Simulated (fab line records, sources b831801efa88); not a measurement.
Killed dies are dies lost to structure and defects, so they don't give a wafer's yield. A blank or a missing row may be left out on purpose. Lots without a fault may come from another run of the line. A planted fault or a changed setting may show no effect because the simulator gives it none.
fab line records | flow gf180mcu
record lots=24 wafers=72 last_day=34
route steps=602 shown STI@23 V2@384 M3@424 PASSIVATION@599
lots that met no fault: from a run of the same line without faults
start_h: hours from the record's first day to the start of the lot's first wafer shown | wait_h: hours since the lot's step before | " the same as in the row above | L1.1+2: a row that stands for several wafers | - no value, or no start given | * or withheld: withheld | < > ~ a bound
route shown NAME@n: a module of which the file shows steps, and the number in the route of the first | usual: mean/standard deviation of fault-free wafers | same: alike in all rows | chamber/n: place in a boat | sites: the reading at each site | _std_site: their standard deviation | _edge_site: outer sites' mean less inner sites' | radius_mm: how far each site lies from the wafer's centre | mask NAME#n: copy n | behind: the tool/chamber that last shaped the wafer | hold: why the lot was held/for how many hours/how that ended | device: the transistor (n, p or np) that didn't switch | end of line: the same wafers' tests at the end of the route | a step without rows: its recipe alone | killed: dies lost to structure and defects at the first sort, not the wafer's yield | map: a wafer's dies, x killed, . not, _ none there
set.NAME: the setting as run; set.NAME@STEP: as run at that earlier step | model.NAME: the simulator's own value behind a step, which no gauge read
steps of the route over a sample of lots; a table a step, a row a wafer
services: from which hour (start_h, from the record's first day; less than 0 if before it) a tool's chamber was out of use, for how many hours, and why
## steps
# step GF_STI_THK_MEAS_22
# recipe reads=SiO2_of_STI_OXIDATION_21
# usual STI_OXIDATION_01_THK=15.1/0.36
# columns lot.wafer tool chamber start_h wait_h STI_OXIDATION_01_THK[nm]
L074.2 film_metro-01 - 26.43 0.0 15.4
L074.5 " - " " 15.2
L074.6 " - " " 15.2
L075.3 film_metro-03 - 33.05 0.0 14.8
L075.4 " - " " 15.0
L075.5 " - " " 14.9
L076.1 film_metro-01 - 38.42 0.0 14.7
L076.3 " - " " 14.7
L076.6 " - " " 14.5
L077.1 film_metro-02 - 43.43 0.0 15.1
L077.5 " - " " 14.9
L077.6 " - " " 15.1
L078.1 film_metro-02 - 48.43 0.0 15.7
L078.3 " - " " 15.7
L078.4 " - " " 15.7
L079.1 film_metro-02 - 53.54 0.0 15.1
L079.3 " - " " 15.3
L079.5 " - " " 15.5
L080.1 film_metro-01 - 59.40 0.0 15.1
L080.3 " - " " 15.3
L080.6 " - " " 15.3
L081.3 film_metro-02 - 63.39 0.0 15.0
L081.4 " - " " 15.4
L081.5 " - " " 15.4
L082.1 film_metro-03 - 70.07 0.0 15.2
L082.3 " - " " 15.0
L082.4 " - " " 14.8
L083.1 film_metro-01 - 73.82 0.0 15.6
L083.4 " - " " 15.3
L083.6 " - " " 15.4
L084.2 film_metro-03 - 79.75 0.0 15.0
L084.3 " - " " 14.9
L084.4 " - " " 15.0
L085.2 film_metro-01 - 85.21 0.0 15.8
L085.3 " - " " 15.7
L085.4 " - " " 15.7
L086.1 film_metro-01 - 89.22 0.0 14.5
L086.4 " - " " 14.7
L086.5 " - " " 14.5
L087.1 film_metro-02 - 95.94 0.0 15.4
L087.2 " - " " 15.7
L087.6 " - " " 15.4
L088.4 film_metro-01 - 99.14 0.0 14.4
L088.5 " - " " 14.3
L088.6 " - " " 14.5
L089.1 film_metro-01 - 106.63 0.0 15.6
L089.5 " - " " 15.6
L089.6 " - " " 15.7
L090.1 film_metro-01 - 111.40 0.1 14.8
L090.4 " - " " 15.0
L090.6 " - " " 14.9
L091.4 film_metro-01 - 115.17 0.0 15.0
L091.5 " - " " 14.8
L091.6 " - " " 15.0
L092.1 film_metro-01 - 118.27 0.0 14.8
L092.2 " - " " 14.8
L092.3 " - " " 14.6
L093.2 film_metro-02 - 128.53 0.0 14.7
L093.5 " - " " 14.6
L093.6 " - " " 14.9
L094.2 film_metro-02 - 130.73 0.0 15.0
L094.4 " - " " 14.7
L094.6 " - " " 14.9
L095.4 film_metro-02 - 137.91 0.0 15.2
L095.5 " - " " 15.3
L095.6 " - " " 15.2
L096.1 film_metro-01 - 141.13 0.0 14.9
L096.3 " - " " 14.9
L096.6 " - " " 15.0
L097.2 film_metro-01 - 145.31 0.0 15.1
L097.3 " - " " 14.9
L097.6 " - " " 14.7
# step GF_V2_CVD_02
# recipe material=SiO2 target_thk_nm=850 precursor=TEOS temp_c=400 time_s=94.851 rf_w=600
# usual heater_power_w=689/150 susceptor_temp_C=400.01/0.22
# columns lot.wafer tool chamber start_h wait_h heater_power_w susceptor_temp_C
L074.2 pecvd-03 1 432.48 0.0 809 400.46
L074.5 " 0 " " 671 400.02
L074.6 " 2 " " 753 399.63
L075.3 pecvd-03 1 443.55 0.1 919 399.90
L075.4 " 2 " " 604 399.84
L075.5 " 2 " " 667 399.92
L076.1 pecvd-01 2 456.65 0.1 415 400.29
L076.3 " 0 " " 600 400.06
L076.6 " 2 " " 446 400.18
L077.1 pecvd-04 1 460.47 0.1 719 399.85
L077.5 " 2 " " 613 399.80
L077.6 " 0 " " 535 399.94
L078.1 pecvd-03 0 473.61 0.1 801 400.14
L078.3 " 2 " " 650 400.01
L078.4 " 2 " " 715 400.41
L079.1 pecvd-04 2 485.08 0.1 769 400.12
L079.3 " 0 " " 595 399.89
L079.5 " 1 " " 646 400.06
L080.1 pecvd-04 2 493.50 0.1 614 400.09
L080.3 " 1 " " 640 399.82
L080.6 " 0 " " 536 399.75
L081.3 pecvd-01 0 500.46 0.0 624 399.73
L081.4 " 2 " " 440 400.28
L081.5 " 1 " " 861 400.21
L082.1 pecvd-04 2 511.79 0.1 727 399.83
L082.3 " 0 " " 543 400.09
L082.4 " 0 " " 603 399.89
L083.1 pecvd-04 1 522.05 0.1 678 400.21
L083.4 " 0 " " 525 399.98
L083.6 " 2 " " 754 400.27
L084.2 pecvd-04 0 529.87 0.0 675 399.93
L084.3 " 1 " " 652 399.85
L084.4 " 0 " " 545 399.74
L085.2 pecvd-03 2 535.44 0.0 739 400.51
L085.3 " 1 " " 963 399.69
L085.4 " 2 " " 602 400.02
L086.1 pecvd-01 1 542.38 0.1 791 399.67
L086.4 " 0 " " 547 399.92
L086.5 " 1 " " 863 399.72
L087.1 pecvd-04 1 560.28 0.1 656 400.07
L087.2 " 0 " " 635 400.18
L087.6 " 2 " " 686 399.97
L088.4 pecvd-01 2 561.07 0.1 358 400.23
L088.5 " 1 " " 863 400.48
L088.6 " 0 " " 611 399.98
L089.1 pecvd-03 1 573.28 0.1 870 399.53
L089.5 " 2 " " 759 400.09
L089.6 " 0 " " 680 399.92
L090.1 pecvd-04 1 576.17 0.1 687 399.66
L090.4 " 1 " " 754 400.21
L090.6 " 0 " " 678 400.02
L091.4 pecvd-01 0 587.95 0.1 567 399.94
L091.5 " 2 " " 442 399.70
L091.6 " 1 " " 751 399.72
L092.1 pecvd-01 2 590.31 0.1 465 399.94
L092.2 " 1 " " 758 399.79
L092.3 " 0 " " 522 399.83
L093.2 pecvd-01 1 609.57 0.0 838 400.13
L093.5 " 1 " " 885 400.14
L093.6 " 2 " " 480 400.04
L094.2 pecvd-03 0 612.83 0.0 839 400.16
L094.4 " 2 " " 744 399.91
L094.6 " 0 " " 666 400.30
L096.1 pecvd-03 0 617.52 0.1 683 400.09
L096.3 " 2 " " 731 399.67
L096.6 " 0 " " 746 399.98
L095.4 pecvd-03 2 619.11 0.1 608 399.91
L095.5 " 1 " " 935 400.19
L095.6 " 0 " " 786 399.98
L097.2 pecvd-01 0 630.30 0.0 545 400.19
L097.3 " 2 " " 422 399.86
L097.6 " 1 " " 920 400.00
# step GF_V2_CMP_26
# recipe stop_on=SiO2 down_force_psi=3.5 platen_rpm=60 t_overpolish_s=15 target_thk_nm=0 pad_velocity_m_s=0.94248
# usual motor_current_A=10.8/1.2 overpolish_run_s=14.998/0.0087 platen_rpm=60.00/0.035 slurry_filter_dp_kPa=13.49/0.14 time_to_endpoint_s=84.3/2.7
# columns lot.wafer tool chamber start_h wait_h motor_current_A overpolish_run_s platen_rpm slurry_filter_dp_kPa time_to_endpoint_s
L074.2 cmp-02 3 459.35 0.1 10.0 15.007 60.05 13.62 89.4
L074.5 " 1 " " 8.6 15.006 60.02 13.62 83.4
L074.6 " 2 " " 9.9 14.986 60.02 13.47 86.7
L075.4 cmp-02 2 469.66 0.0 10.5 15.010 60.04 13.36 79.9
L075.3 " 1 " " 8.1 15.001 59.97 13.30 82.7
L075.5 " 3 " " 10.0 14.988 59.94 13.39 84.1
L076.3 cmp-02 2 482.32 0.1 10.2 15.001 59.99 13.50 82.1
L076.1 " 3 " " 10.8 14.999 59.97 13.64 82.6
L076.6 " 1 " " 8.2 15.008 59.99 13.38 83.0
L077.1 cmp-01 0 486.58 0.1 10.2 15.015 59.99 13.70 78.9
L077.5 " 3 " " 12.9 14.983 60.08 13.59 84.0
L077.6 " 0 " " 10.9 15.004 60.05 13.72 80.0
L078.4 cmp-01 2 499.43 0.1 11.8 14.996 60.01 13.35 85.0
L078.3 " 3 " " 13.1 15.002 60.02 13.51 86.6
L078.1 " 0 " " 10.3 14.997 60.01 13.53 81.9
L079.1 cmp-01 3 509.92 0.1 13.0 14.989 59.97 13.52 80.7
L079.3 " 2 " " 11.2 15.004 59.96 13.27 80.3
L079.5 " 3 " " 13.1 14.990 59.99 13.46 82.5
L080.1 cmp-02 0 518.67 0.1 10.7 14.985 60.01 13.37 84.6
L080.3 " 2 " " 9.6 15.002 60.03 13.41 83.6
L080.6 " 1 " " 8.8 14.994 59.94 13.53 85.2
L081.4 cmp-01 3 524.88 0.0 12.6 14.990 59.92 13.63 84.6
L081.3 " 2 " " 11.4 15.022 60.04 13.44 83.6
L081.5 " 3 " " 12.5 14.995 60.04 13.93 84.1
L082.1 cmp-01 0 536.37 0.5 10.2 15.005 59.96 13.78 82.2
L082.4 " 1 " " 11.2 15.004 60.02 13.38 81.4
L082.3 " 2 " " 11.1 14.988 60.01 13.50 86.7
L083.1 cmp-02 3 546.43 0.1 9.8 14.998 60.01 13.41 85.5
L083.4 " 2 " " 10.0 14.994 60.00 13.45 82.9
L083.6 " 0 " " 11.7 15.007 60.04 13.44 87.2
L084.4 cmp-01 1 553.62 0.0 11.1 15.007 60.00 13.50 84.0
L084.2 " 2 " " 11.1 14.996 60.04 13.36 86.4
L084.3 " 0 " " 10.1 15.021 59.99 13.44 83.6
L085.3 cmp-01 2 559.41 0.1 12.0 14.984 59.97 13.31 84.8
L085.4 " 3 " " 12.6 14.999 59.98 13.52 82.3
L085.2 " 0 " " 10.4 14.999 60.02 13.48 82.1
L086.4 cmp-02 1 566.04 0.1 8.2 14.999 60.06 13.34 84.0
L086.1 " 2 " " 10.0 15.000 60.05 13.50 84.6
L086.5 " 1 " " 8.6 14.997 60.05 13.27 79.7
L087.2 cmp-02 2 583.80 0.0 10.3 14.991 59.99 13.54 87.1
L087.1 " 3 " " 10.6 15.000 60.04 13.32 82.3
L087.6 " 3 " " 9.5 14.991 60.03 13.44 88.6
L088.4 cmp-01 2 584.90 0.2 12.1 14.995 60.00 13.53 85.2
L088.6 " 3 " " 13.0 14.996 59.99 13.50 88.1
L088.5 " 0 " " 10.5 15.000 60.04 13.71 83.2
L089.1 cmp-01 0 596.95 0.1 10.4 14.987 59.96 13.63 83.6
L089.5 " 3 " " 12.8 15.011 60.03 13.50 88.6
L089.6 " 0 " " 10.3 14.998 60.01 13.31 82.3
L090.1 cmp-02 1 599.16 0.1 8.1 14.989 60.03 13.37 83.0
L090.4 " 3 " " 10.4 14.994 59.99 13.59 87.7
L090.6 " 1 " " 8.5 14.999 60.04 13.33 85.9
L091.4 cmp-01 0 610.38 0.0 10.6 14.986 59.96 13.60 81.4
L091.5 " 0 " " 9.9 15.005 59.99 13.52 81.7
L091.6 " 1 " " 11.1 15.002 60.05 13.39 78.6
L092.3 cmp-02 2 613.09 0.0 9.9 14.999 59.99 13.49 86.5
L092.1 " 3 " " 10.0 15.014 59.98 13.56 89.1
L092.2 " 1 " " 8.6 14.998 60.01 13.72 87.1
L093.2 cmp-01 0 632.07 0.1 9.9 15.007 60.00 13.55 88.9
L093.5 " 3 " " 12.4 14.989 59.95 13.72 86.9
L093.6 " 0 " " 11.1 14.995 60.00 13.35 84.6
L094.2 cmp-01 1 634.78 0.0 11.2 15.006 60.04 13.33 85.3
L094.4 " 3 " " 12.7 14.997 59.98 13.64 88.7
L094.6 " 2 " " 11.3 15.006 59.97 13.48 88.3
L096.3 cmp-01 0 639.88 0.0 10.1 15.006 60.04 13.42 82.4
L096.1 " 2 " " 10.6 14.994 59.99 13.54 86.2
L096.6 " 0 " " 10.6 15.003 59.97 13.41 85.3
L095.4 cmp-02 1 641.35 0.1 8.3 15.000 60.05 13.38 82.3
L095.6 " 3 " " 10.6 14.997 59.94 13.22 86.2
L095.5 " 0 " " 11.7 14.992 60.02 13.42 81.0
L097.2 cmp-01 0 651.85 0.0 10.4 15.002 59.97 13.18 82.4
L097.3 " 3 " " 12.9 14.997 60.02 13.48 86.8
L097.6 " 0 " " 10.6 15.003 59.99 13.42 84.0
# step GF_M3_OVL_MEAS_15
# usual M3_OVL=1/6.4
# columns lot.wafer tool chamber start_h wait_h M3_OVL[nm]
L074.2 overlay-01 - 483.75 0.1 5
L074.5 " - " " -3
L074.6 " - " " 5
L075.3 overlay-02 - 494.72 0.1 4
L075.4 " - " " 13
L075.5 " - " " 9
L076.1 overlay-02 - 506.61 0.1 -5
L076.3 " - " " 4
L076.6 " - " " 6
L077.1 overlay-01 - 510.84 0.1 0
L077.5 " - " " 2
L077.6 " - " " 8
L078.1 overlay-01 - 522.60 0.1 -1
L078.3 " - " " 0
L078.4 " - " " 5
L079.1 overlay-01 - 532.95 0.1 12
L079.3 " - " " 10
L079.5 " - " " 7
L080.1 overlay-01 - 541.64 0.1 -5
L080.3 " - " " 5
L080.6 " - " " 0
L081.3 overlay-02 - 547.72 0.1 5
L081.4 " - " " 1
L081.5 " - " " 4
L082.1 overlay-02 - 559.21 0.1 10
L082.3 " - " " 8
L082.4 " - " " 7
L083.1 overlay-02 - 568.94 0.1 -12
L083.4 " - " " -10
L083.6 " - " " -8
L084.2 overlay-02 - 576.16 0.1 -3
L084.3 " - " " -9
L084.4 " - " " 5
L085.2 overlay-02 - 581.01 0.1 10
L085.3 " - " " 4
L085.4 " - " " 9
L086.1 overlay-01 - 587.71 0.1 -15
L086.4 " - " " -10
L086.5 " - " " -10
L087.1 overlay-01 - 605.76 0.1 -6
L087.2 " - " " 9
L087.6 " - " " -6
L088.4 overlay-01 - 606.86 0.1 4
L088.5 " - " " 5
L088.6 " - " " 9
L089.1 overlay-01 - 618.20 0.1 3
L089.5 " - " " -1
L089.6 " - " " -4
L090.1 overlay-02 - 619.60 0.1 -9
L090.4 " - " " -7
L090.6 " - " " -10
L091.4 overlay-01 - 632.36 0.1 5
L091.5 " - " " -1
L091.6 " - " " 1
L092.1 overlay-01 - 633.65 0.1 2
L092.2 " - " " 5
L092.3 " - " " 9
L093.2 overlay-02 - 652.76 0.1 -2
L093.5 " - " " -10
L093.6 " - " " 5
L094.2 overlay-01 - 655.04 0.1 -5
L094.4 " - " " -2
L094.6 " - " " 1
L096.1 overlay-01 - 659.90 0.1 -8
L096.3 " - " " -12
L096.6 " - " " -9
L095.4 overlay-01 - 661.21 0.1 3
L095.5 " - " " 10
L095.6 " - " " 2
L097.2 overlay-01 - 671.64 0.1 -5
L097.3 " - " " -3
L097.6 " - " " -6
# step GF_PASSIVATION_STRIP_12
# recipe chemistry=O2/N2 power_w=1400 pressure_mtorr=1500 platen_temp_c=250 o2_flow_sccm=3000 n2_flow_sccm=300 overash_fraction=0.5
# usual chamber_pressure_mTorr=1500.1/1.3 drypump_motor_current_A=6.0/0.45 heater_power_w=328/53 oes_product_au=0.719/0.0046 strip_time_to_endpoint_s=32.87/0.2
# columns lot.wafer tool chamber start_h wait_h chamber_pressure_mTorr drypump_motor_current_A heater_power_w oes_product_au rf_hours_counter_h strip_time_to_endpoint_s
L074.2 plasma_asher-03 0 666.33 0.1 1499.1 6.0 446 0.725 110 32.47
L074.5 " 0 " " 1500.8 6.0 440 0.714 - 32.87
L074.6 " 1 " " 1498.3 6.5 339 0.717 - 32.87
L075.3 plasma_asher-02 1 676.48 0.2 1500.2 5.5 301 0.720 - 33.07
L075.4 " 0 " " 1500.4 6.3 313 0.715 - 33.17
L075.5 " 1 " " 1499.0 5.5 295 0.723 - 32.85
L076.1 plasma_asher-03 1 685.73 0.1 1500.7 6.5 340 0.721 112 32.83
L076.3 " 1 " " 1497.0 6.5 336 0.715 - 32.98
L076.6 " 0 " " 1497.5 6.0 449 0.716 - 32.66
L077.1 plasma_asher-04 0 689.29 0.1 1498.7 6.5 297 0.721 84 32.85
L077.5 " 0 " " 1500.4 6.5 301 0.721 - 33.01
L077.6 " 1 " " 1499.0 5.4 285 0.731 - 33.10
L078.1 plasma_asher-04 1 698.19 0.1 1499.1 5.4 291 0.719 85 33.10
L078.3 " 1 " " 1499.2 5.3 286 0.724 - 33.14
L078.4 " 0 " " 1500.2 6.5 304 0.714 - 33.07
L079.1 plasma_asher-04 1 707.03 0.1 1497.9 5.4 301 0.719 86 32.87
L079.3 " 1 " " 1500.8 5.4 290 0.719 - 33.05
L079.5 " 0 " " 1500.1 6.5 299 0.721 - 32.76
L080.1 plasma_asher-04 1 713.89 0.1 1502.1 5.4 293 0.719 86 32.96
L080.3 " 1 " " 1499.6 5.4 294 0.717 - 33.11
L080.6 " 1 " " 1498.8 5.4 286 0.721 - 32.74
L081.3 plasma_asher-04 0 716.73 0.2 1501.3 6.5 301 0.716 - 32.45
L081.4 " 1 " " 1498.1 5.4 286 0.716 - 32.49
L081.5 " 0 " " 1500.7 6.5 290 0.712 - 32.56
L082.1 plasma_asher-04 1 726.06 0.1 1499.3 5.4 285 0.722 88 32.69
L082.3 " 1 " " 1500.8 5.4 289 0.715 - 32.67
L082.4 " 0 " " 1500.9 6.5 296 0.724 - 32.70
L083.1 plasma_asher-02 0 735.19 0.1 1501.4 6.3 311 0.713 65 32.82
L083.4 " 1 " " 1499.7 5.5 298 0.722 - 32.84
L083.6 " 1 " " 1500.9 5.5 299 0.720 - 32.74
L084.2 plasma_asher-02 0 740.94 0.1 1502.5 6.3 311 0.718 66 32.90
L084.3 " 1 " " 1499.5 5.5 295 0.716 - 32.97
L084.4 " 0 " " 1498.8 6.2 311 0.715 - 33.09
L085.2 plasma_asher-04 1 744.98 0.1 1500.2 5.4 282 0.721 90 33.08
L085.3 " 0 " " 1498.9 6.5 295 0.727 - 33.06
L085.4 " 1 " " 1500.5 5.4 293 0.718 - 32.92
L086.1 plasma_asher-02 1 750.99 0.1 1499.3 5.5 313 0.711 67 32.85
L086.4 " 0 " " 1499.1 6.3 312 0.722 - 32.51
L086.5 " 0 " " 1499.7 6.3 313 0.712 - 32.57
L087.1 plasma_asher-04 0 764.39 0.1 1499.5 6.5 301 0.720 92 33.15
L087.2 " 1 " " 1500.4 5.4 283 0.722 92 32.97
L087.6 " 1 " " 1500.7 5.4 280 0.727 - 32.87
L088.4 plasma_asher-02 1 767.08 0.2 1501.0 5.5 300 0.727 - 32.85
L088.5 " 1 " " 1497.9 5.5 291 0.716 - 32.78
L088.6 " 0 " " 1501.0 6.2 311 0.723 - 32.69
L089.1 plasma_asher-03 0 775.49 0.1 1502.2 6.0 443 0.716 4 33.35
L089.5 " 0 " " 1500.1 6.0 446 0.717 - 33.08
L089.6 " 1 " " 1498.9 6.5 331 0.711 - 32.97
L090.1 plasma_asher-03 1 776.44 0.1 1499.2 6.5 338 0.708 4 32.71
L090.4 " 0 " " 1499.4 5.9 445 0.720 - 32.44
L090.6 " 1 " " 1499.4 6.5 340 0.719 - 32.61
L091.4 plasma_asher-02 1 785.89 0.2 1501.2 5.5 299 0.721 - 32.73
L091.5 " 0 " " 1500.7 6.2 321 0.720 - 33.05
L091.6 " 1 " " 1500.4 5.5 295 0.702 - 32.75
L092.1 plasma_asher-04 1 787.28 0.1 1501.9 5.4 283 0.718 94 33.19
L092.2 " 0 " " 1500.9 6.5 296 0.721 94 32.99
L092.3 " 1 " " 1501.0 5.5 290 0.714 - 33.07
L093.2 plasma_asher-03 0 802.10 0.1 1499.3 5.9 433 0.713 6 33.12
L093.5 " 1 " " 1497.8 6.5 341 0.712 - 32.89
L093.6 " 0 " " 1500.4 5.9 443 0.728 - 32.94
L094.2 plasma_asher-03 1 802.94 0.1 1498.2 6.5 339 0.712 7 32.62
L094.4 " 1 " " 1501.5 6.5 341 0.714 - 32.70
L094.6 " 0 " " 1500.2 6.0 426 0.719 - 32.66
L096.1 plasma_asher-03 1 806.84 0.1 1500.4 6.5 330 0.712 7 33.01
L096.3 " 1 " " 1502.5 6.5 336 0.713 - 32.92
L096.6 " 0 " " 1498.3 5.9 458 0.720 - 33.17
L095.4 plasma_asher-04 0 809.29 0.2 1500.1 6.5 293 0.717 - 32.71
L095.5 " 0 " " 1498.0 6.5 308 0.725 - 32.98
L095.6 " 1 " " 1500.6 5.4 293 0.717 - 32.81
L097.2 plasma_asher-03 0 815.50 0.1 1501.5 6.0 431 0.723 8 33.34
L097.3 " 0 " " 1499.4 6.0 430 0.724 - 32.87
L097.6 " 1 " " 1498.2 6.5 346 0.716 - 32.84
# step GF_PASSIVATION_BOW_MEAS_14
# recipe mode=bow
# usual PASSIVATION_BOW=138/9.8
# columns lot.wafer tool chamber start_h wait_h PASSIVATION_BOW[um]
L074.2 film_metro-02 - 667.95 0.0 138
L074.5 " - " " 136
L074.6 " - " " 125
L075.3 film_metro-03 - 678.50 0.0 140
L075.4 " - " " 134
L075.5 " - " " 148
L076.1 film_metro-04 - 687.33 0.0 131
L076.3 " - " " 133
L076.6 " - " " 137
L077.1 film_metro-02 - 695.42 0.0 138
L077.5 " - " " 127
L077.6 " - " " 131
L078.1 film_metro-04 - 699.79 0.0 136
L078.3 " - " " 145
L078.4 " - " " 132
L079.1 film_metro-02 - 708.63 0.0 139
L079.3 " - " " 146
L079.5 " - " " 126
L080.1 film_metro-02 - 715.49 0.0 136
L080.3 " - " " 141
L080.6 " - " " 134
L081.3 film_metro-02 - 718.33 0.0 156
L081.4 " - " " 148
L081.5 " - " " 152
L082.1 film_metro-02 - 727.66 0.0 127
L082.3 " - " " 127
L082.4 " - " " 134
L083.1 film_metro-04 - 736.79 0.0 136
L083.4 " - " " 135
L083.6 " - " " 119
L084.2 film_metro-04 - 742.56 0.0 134
L084.3 " - " " 130
L084.4 " - " " 130
L085.2 film_metro-03 - 746.60 0.0 128
L085.3 " - " " 125
L085.4 " - " " 135
L086.1 film_metro-04 - 752.59 0.0 149
L086.4 " - " " 124
L086.5 " - " " 129
L087.1 film_metro-03 - 765.99 0.0 162
L087.2 " - " " 156
L087.6 " - " " 162
L088.4 film_metro-02 - 768.70 0.1 155
L088.5 " - " " 145
L088.6 " - " " 162
L089.1 film_metro-03 - 777.09 0.0 145
L089.5 " - " " 152
L089.6 " - " " 142
L090.1 film_metro-04 - 778.04 0.0 127
L090.4 " - " " 136
L090.6 " - " " 134
L091.4 film_metro-03 - 787.52 0.1 127
L091.5 " - " " 122
L091.6 " - " " 119
L092.1 film_metro-04 - 788.88 0.0 136
L092.2 " - " " 136
L092.3 " - " " 147
L093.2 film_metro-03 - 803.72 0.0 134
L093.5 " - " " 135
L093.6 " - " " 138
L094.2 film_metro-02 - 804.56 0.0 140
L094.4 " - " " 130
L094.6 " - " " 143
L096.1 film_metro-03 - 808.52 0.1 141
L096.3 " - " " 154
L096.6 " - " " 138
L095.4 film_metro-02 - 810.91 0.1 144
L095.5 " - " " 142
L095.6 " - " " 129
L097.2 film_metro-04 - 817.12 0.0 136
L097.3 " - " " 126
L097.6 " - " " 139
## services
# columns tool chamber start_h hours kind
pecvd-03 1 412.80 6.2 repair
cmp-01 - 419.02 2.0 repair
pecvd-03 0 436.72 10.1 repair
pecvd-01 - 456.74 1.4 repair
plasma_asher-04 - 480.31 2.8 pm
cmp-01 - 486.87 0.6 repair
cmp-02 - 520.70 6.5 pm
cmp-02 - 527.49 10.8 pm
plasma_asher-04 - 535.88 11.1 repair
cmp-02 - 538.98 1.6 repair
cmp-01 - 540.60 4.4 pm
cmp-02 - 572.25 4.0 pm
cmp-02 - 590.29 1.5 repair
cmp-01 - 597.85 6.1 pm
cmp-02 - 620.96 1.1 repair
cmp-01 - 635.94 0.5 repair
cmp-02 - 655.86 0.8 repair
plasma_asher-04 - 674.04 7.8 repair
plasma_asher-04 - 685.46 3.2 repair
cmp-02 - 703.92 2.7 repair
cmp-02 - 708.10 0.4 repair
cmp-01 - 717.97 0.5 repair
cmp-01 - 744.32 4.0 pm
cmp-01 - 777.19 5.5 repair
## key
fault none
